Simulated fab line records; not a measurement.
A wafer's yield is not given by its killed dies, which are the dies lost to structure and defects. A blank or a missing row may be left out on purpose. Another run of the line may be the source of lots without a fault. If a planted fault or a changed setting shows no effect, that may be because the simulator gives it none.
fab line records	flow gf180mcu
record: lots: 12	wafers: 35	last_day: 34
route steps=602 shown V4@490 MIM@512
lots that met no fault: from a run of the same line without faults
start_h: hours from the record's opening day to when the first of the lot's shown wafers began	wait_h: how many hours have passed since the lot's step before this one	" repeats the value in the row above	L1.1+2: a row that stands for several wafers	- either no value or no given start	* or withheld: withheld	< > ~ a bound
route shown NAME@n: names a module that has steps shown in the file, with the first one's number in the route	usual: mean and standard deviation over wafers with no fault	same: alike in all rows	chamber/n: place in a boat	sites: per-site readings	_std_site: the values' standard deviation	_edge_site: inner sites' mean taken away from outer sites' mean	radius_mm: for every site, how far away it sits from the centre of the wafer	mask NAME#n: copy n	behind: the most recent tool/chamber to have shaped the wafer	hold: cause of the lot's hold/its duration in hours/its outcome	device: the n, p or np transistor that did not switch	end of line: tests run on the same wafers once the route is complete	a step without rows: its recipe alone	killed: dies lost to structure and defects at the first sort, not the wafer's yield	map: the dies of a wafer, with x for killed, . for not killed, _ for no die there
set.NAME: the run value of the setting; set.NAME@STEP: its run value at that earlier step	model.NAME: the simulator's own value behind a step, which no gauge read
a sample of lots followed through the steps of the route, with each step as a table and each wafer as a row
services: the hour from which a tool's chamber was out of use, counted from the record's first day as start_h (under 0 if before that day), plus the number of hours and why
== steps ==
step: GF_V4_CD_MEAS_14
recipe: target_cd_nm: 260
usual: cd_nm: 260.0/1.2
lot.wafer	tool	chamber	start_h	wait_h	cd_nm
L362.2	cd_sem-01	-	580.15	0.1	260.0
L362.3	"	-	"	"	259.3
L362.4	"	-	"	"	259.4
L363.1	cd_sem-02	-	594.52	0.1	259.8
L363.2	"	-	"	"	259.7
L363.3	"	-	"	"	260.0
L364.1	cd_sem-02	-	595.53	0.1	258.4
L364.3	"	-	"	"	257.6
L364.5	"	-	"	"	259.1
L365.1	cd_sem-01	-	608.88	0.1	257.7
L365.4	"	-	"	"	258.1
L365.5	"	-	"	"	258.8
L366.1	cd_sem-02	-	619.17	0.1	259.4
L366.4	"	-	"	"	260.3
L366.5	"	-	"	"	259.6
L368.3	cd_sem-02	-	625.62	0.1	261.7
L368.5	"	-	"	"	260.6
L368.6	"	-	"	"	261.2
L373.4	cd_sem-02	-	667.24	0.1	259.5
L373.5	"	-	"	"	260.2
L380.1	cd_sem-01	-	707.88	0.1	260.7
L380.2	"	-	"	"	261.8
L380.6	"	-	"	"	260.2
L381.1	cd_sem-02	-	713.32	0.1	260.2
L381.3	"	-	"	"	260.3
L381.4	"	-	"	"	260.5
L382.2	cd_sem-02	-	722.30	0.1	261.9
L382.4	"	-	"	"	261.7
L382.6	"	-	"	"	261.2
L383.2	cd_sem-02	-	724.80	0.1	259.0
L383.5	"	-	"	"	259.2
L383.6	"	-	"	"	260.6
L384.1	cd_sem-02	-	730.07	0.1	258.6
L384.4	"	-	"	"	258.3
L384.6	"	-	"	"	259.3
step: GF_V4_STRIP_18
recipe: chemistry: O2/N2	power_w: 1400	pressure_mtorr: 1500	platen_temp_c: 250	o2_flow_sccm: 3000	n2_flow_sccm: 300	overash_fraction: 0.5
usual: drypump_motor_current_A: 6.3/0.49	heater_power_w: 343/29	oes_product_au: 0.593/0.0052
lot.wafer	tool	chamber	start_h	wait_h	drypump_motor_current_A	heater_power_w	oes_product_au	rf_hours_counter_h
L362.2	plasma_asher-03	0	580.41	-	6.7	302	0.600	82
L362.3	"	0	"	"	6.7	305	0.602	-
L362.4	"	1	"	"	6.5	340	0.594	-
L363.1	plasma_asher-01	0	594.81	-	6.3	347	0.589	93
L363.2	"	1	"	"	6.2	327	0.597	93
L363.3	"	1	"	"	6.2	323	0.584	-
L364.1	plasma_asher-03	0	595.82	-	6.7	313	0.586	84
L364.3	"	0	"	"	6.7	322	0.594	-
L364.5	"	1	"	"	6.5	346	0.597	-
L365.1	plasma_asher-03	1	609.17	-	6.5	352	0.591	85
L365.4	"	1	"	"	6.6	338	0.600	-
L365.5	"	0	"	"	6.7	315	0.580	-
L366.1	plasma_asher-01	1	619.46	-	6.3	327	0.596	96
L366.4	"	1	"	"	6.2	316	0.592	-
L366.5	"	0	"	"	6.3	352	0.587	-
L368.3	plasma_asher-03	1	625.90	-	6.6	342	0.597	-
L368.5	"	0	"	"	6.7	300	0.599	-
L368.6	"	1	"	"	6.6	335	0.596	-
L373.4	plasma_asher-04	1	667.50	-	6.5	386	0.589	-
L373.5	"	1	"	"	6.5	398	0.587	-
L380.1	plasma_asher-03	0	708.16	-	6.7	310	0.597	96
L380.2	"	1	"	"	6.6	344	0.588	96
L380.6	"	1	"	"	6.6	343	0.585	-
L381.1	plasma_asher-04	0	713.60	-	5.3	330	0.591	28
L381.3	"	0	"	"	5.3	330	0.596	-
L381.4	"	1	"	"	6.4	405	0.589	-
L382.2	plasma_asher-01	0	722.56	-	6.3	356	0.596	106
L382.4	"	0	"	"	6.3	354	0.592	-
L382.6	"	1	"	"	6.3	323	0.587	-
L383.2	plasma_asher-03	1	725.06	-	6.5	346	0.597	98
L383.5	"	0	"	"	6.7	306	0.591	-
L383.6	"	1	"	"	6.5	348	0.594	-
L384.1	plasma_asher-04	0	730.35	-	5.3	331	0.596	30
L384.4	"	1	"	"	6.4	403	0.593	-
L384.6	"	0	"	"	5.3	327	0.590	-
step: GF_MIM_SPUTTER_09
recipe: material: TiN	target_thk_nm: 35	power_w: 6500	time_s: 29.2	chamber_pressure_pa: 0.4
usual: throttle_valve_pct: 29.7/1.1
lot.wafer	tool	chamber	start_h	wait_h	throttle_valve_pct
L362.2	pvd_sputter-02	-	582.02	0.0	30.9
L362.3	"	-	"	"	29.2
L362.4	"	-	"	"	30.4
L363.1	pvd_sputter-03	-	596.55	0.0	28.9
L363.2	"	-	"	"	30.6
L363.3	"	-	"	"	29.3
L364.1	pvd_sputter-03	-	597.57	0.0	29.3
L364.3	"	-	"	"	28.1
L364.5	"	-	"	"	28.1
L365.1	pvd_sputter-02	-	610.80	0.0	31.8
L365.4	"	-	"	"	30.3
L365.5	"	-	"	"	29.1
L366.1	pvd_sputter-03	-	621.07	0.0	28.1
L366.4	"	-	"	"	29.2
L366.5	"	-	"	"	28.9
L368.3	pvd_sputter-03	-	627.61	0.0	29.5
L368.5	"	-	"	"	28.9
L368.6	"	-	"	"	29.4
L373.4	pvd_sputter-02	-	669.07	0.0	30.8
L373.5	"	-	"	"	31.9
L380.1	pvd_sputter-01	-	709.78	0.0	29.1
L380.2	"	-	"	"	28.6
L380.6	"	-	"	"	28.8
L381.1	pvd_sputter-03	-	715.22	0.0	30.8
L381.3	"	-	"	"	28.8
L381.4	"	-	"	"	29.2
L382.2	pvd_sputter-01	-	724.17	0.0	28.6
L382.4	"	-	"	"	30.9
L382.6	"	-	"	"	28.7
L383.2	pvd_sputter-02	-	726.76	0.0	30.9
L383.5	"	-	"	"	28.8
L383.6	"	-	"	"	31.8
L384.1	pvd_sputter-02	-	752.65	0.0	32.3
L384.4	"	-	"	"	29.1
L384.6	"	-	"	"	29.2
step: GF_MIM_COAT_14
recipe: resist: NOVOLAK	spin_rpm: 3000	resist_thk_nm: 1000
usual: exhaust_pa: 44.8/0.87
lot.wafer	tool	chamber	start_h	wait_h	exhaust_pa
L362.2	litho_track-01	0	592.15	0.1	46.0
L362.3	"	0	"	"	45.2
L362.4	"	0	"	"	44.7
L363.1	litho_track-02	0	606.67	0.1	44.1
L363.2	"	0	"	"	44.7
L363.3	"	0	"	"	43.6
L364.1	litho_track-03	0	607.92	0.1	44.5
L364.3	"	0	"	"	44.3
L364.5	"	0	"	"	44.5
L365.1	litho_track-01	0	620.87	0.1	45.2
L365.4	"	0	"	"	44.6
L365.5	"	0	"	"	44.8
L366.1	litho_track-01	0	630.47	0.1	44.4
L366.4	"	0	"	"	44.0
L366.5	"	0	"	"	45.0
L368.3	litho_track-03	0	637.77	0.1	45.4
L368.5	"	0	"	"	44.7
L368.6	"	0	"	"	43.2
L373.4	litho_track-03	0	678.25	0.1	44.9
L373.5	"	0	"	"	46.0
L380.1	litho_track-01	0	718.52	0.1	44.6
L380.2	"	0	"	"	45.7
L380.6	"	0	"	"	44.4
L381.1	litho_track-01	0	723.92	0.1	45.8
L381.3	"	0	"	"	45.6
L381.4	"	0	"	"	46.4
L382.2	litho_track-02	0	732.94	0.1	43.3
L382.4	"	0	"	"	44.3
L382.6	"	0	"	"	44.8
L383.2	litho_track-02	0	735.09	0.1	45.7
L383.5	"	0	"	"	44.7
L383.6	"	0	"	"	45.9
L384.1	litho_track-01	0	755.17	0.1	46.0
L384.4	"	0	"	"	45.1
L384.6	"	0	"	"	44.5
step: GF_MIM_STRIP_20
recipe: chemistry: O2/N2	power_w: 1400	pressure_mtorr: 1500	platen_temp_c: 250	o2_flow_sccm: 3000	n2_flow_sccm: 300	overash_fraction: 0.5
usual: drypump_motor_current_A: 6.1/0.53	heater_power_w: 344/30	oes_product_au: 0.691/0.0045	strip_time_to_endpoint_s: 11.22/0.051
lot.wafer	tool	chamber	start_h	wait_h	drypump_motor_current_A	heater_power_w	oes_product_au	rf_hours_counter_h	strip_time_to_endpoint_s
L362.2	plasma_asher-04	0	602.59	0.0	5.3	331	0.694	16	11.24
L362.3	"	1	"	"	6.5	396	0.694	-	11.26
L362.4	"	0	"	"	5.3	325	0.688	-	11.20
L363.1	plasma_asher-02	1	617.69	0.0	5.7	321	0.689	52	11.16
L363.2	"	0	"	"	5.6	369	0.693	52	11.20
L363.3	"	0	"	"	5.6	371	0.686	-	11.17
L364.1	plasma_asher-04	0	618.44	0.0	5.3	330	0.695	18	11.30
L364.3	"	1	"	"	6.4	395	0.698	-	11.30
L364.5	"	1	"	"	6.5	399	0.692	-	11.28
L365.1	plasma_asher-04	0	630.89	0.0	5.3	330	0.690	20	11.19
L365.4	"	0	"	"	5.3	327	0.696	-	11.21
L365.5	"	0	"	"	5.3	330	0.691	-	11.23
L366.1	plasma_asher-04	0	640.79	0.0	5.3	328	0.690	21	11.18
L366.4	"	1	"	"	6.5	399	0.690	-	11.20
L366.5	"	0	"	"	5.3	328	0.688	-	11.22
L368.3	plasma_asher-02	1	647.93	0.1	5.8	322	0.700	-	11.22
L368.5	"	0	"	"	5.7	374	0.688	-	11.26
L368.6	"	1	"	"	5.8	326	0.699	-	11.23
L373.4	plasma_asher-03	0	688.33	0.1	6.7	308	0.710	-	12.46
L373.5	"	0	"	"	6.6	311	0.694	-	11.28
L380.1	plasma_asher-02	0	728.01	0.1	5.6	370	0.698	62	11.20
L380.2	"	1	"	"	5.8	324	0.700	62	11.16
L380.6	"	1	"	"	5.8	314	0.688	-	11.17
L381.1	plasma_asher-02	1	732.69	0.0	5.7	325	0.693	63	11.14
L381.3	"	0	"	"	5.6	373	0.683	-	11.13
L381.4	"	1	"	"	5.7	318	0.687	-	11.16
L382.2	plasma_asher-03	0	739.04	0.0	6.7	309	0.684	101	11.19
L382.4	"	1	"	"	6.5	346	0.682	-	11.19
L382.6	"	1	"	"	6.5	344	0.689	-	11.18
L383.2	plasma_asher-03	1	740.39	0.0	6.6	345	0.687	101	11.13
L383.5	"	1	"	"	6.6	351	0.686	-	11.16
L383.6	"	0	"	"	6.7	309	0.682	-	11.20
L384.1	plasma_asher-03	1	758.64	0.0	6.5	343	0.688	104	11.24
L384.4	"	0	"	"	6.7	306	0.691	-	11.24
L384.6	"	1	"	"	6.6	346	0.692	-	11.20
== services ==
tool	chamber	start_h	hours	kind
pvd_sputter-03	3	572.58	-	consumable_replace:kit
pvd_sputter-03	3	572.58	18.0	scheduled_down
pvd_sputter-03	3	572.58	18.0	vent_cycle
pvd_sputter-02	-	591.56	0.6	repair
plasma_asher-04	-	599.29	1.2	repair
pvd_sputter-03	-	609.21	2.7	repair
plasma_asher-02	-	611.35	2.8	pm
pvd_sputter-01	-	631.86	8.5	repair
plasma_asher-02	-	636.68	7.6	repair
plasma_asher-02	-	660.15	2.6	repair
pvd_sputter-03	2	662.87	-	consumable_replace:kit
pvd_sputter-03	2	662.87	18.0	scheduled_down
pvd_sputter-03	2	662.87	18.0	vent_cycle
plasma_asher-01	-	666.79	4.0	pm
pvd_sputter-03	-	682.18	2.4	repair
pvd_sputter-02	2	687.14	-	consumable_replace:kit
pvd_sputter-02	2	687.14	18.0	scheduled_down
pvd_sputter-02	2	687.14	18.0	vent_cycle
plasma_asher-04	-	708.71	4.5	repair
plasma_asher-03	-	718.35	0.4	repair
plasma_asher-01	-	733.75	9.0	pm
plasma_asher-01	0	733.75	9.0	vent_cycle
plasma_asher-01	1	733.75	9.0	vent_cycle
pvd_sputter-02	-	745.47	0.8	repair
== key ==
first_sign: step: GF_MIM_STRIP_20	reading: strip_time_to_endpoint_s	direction: up	sigmas: 24	usual: *	struck: *
effect: step: GF_MIM_STRIP_20	reading: oes_product_au	direction: up	sigmas: 4.2	usual: 0.691	struck: 0.710
met_at GF_MIM_COAT_14
struck_lots L373
struck_wafers L373.4
not_acting_at GF_V4_CD_MEAS_14,GF_V4_STRIP_18,GF_MIM_SPUTTER_09
onset_between 637.77 678.25
fault: kind: process_parameter_drift	tool: litho_track-03	chamber: -	onset_h: 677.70	steps: GF_MIM_COAT_14	channel: resist_thk_nm	offset: *	shape: step	end_h: 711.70	scope: struck_wafers_only	acts_in: *	stated: *
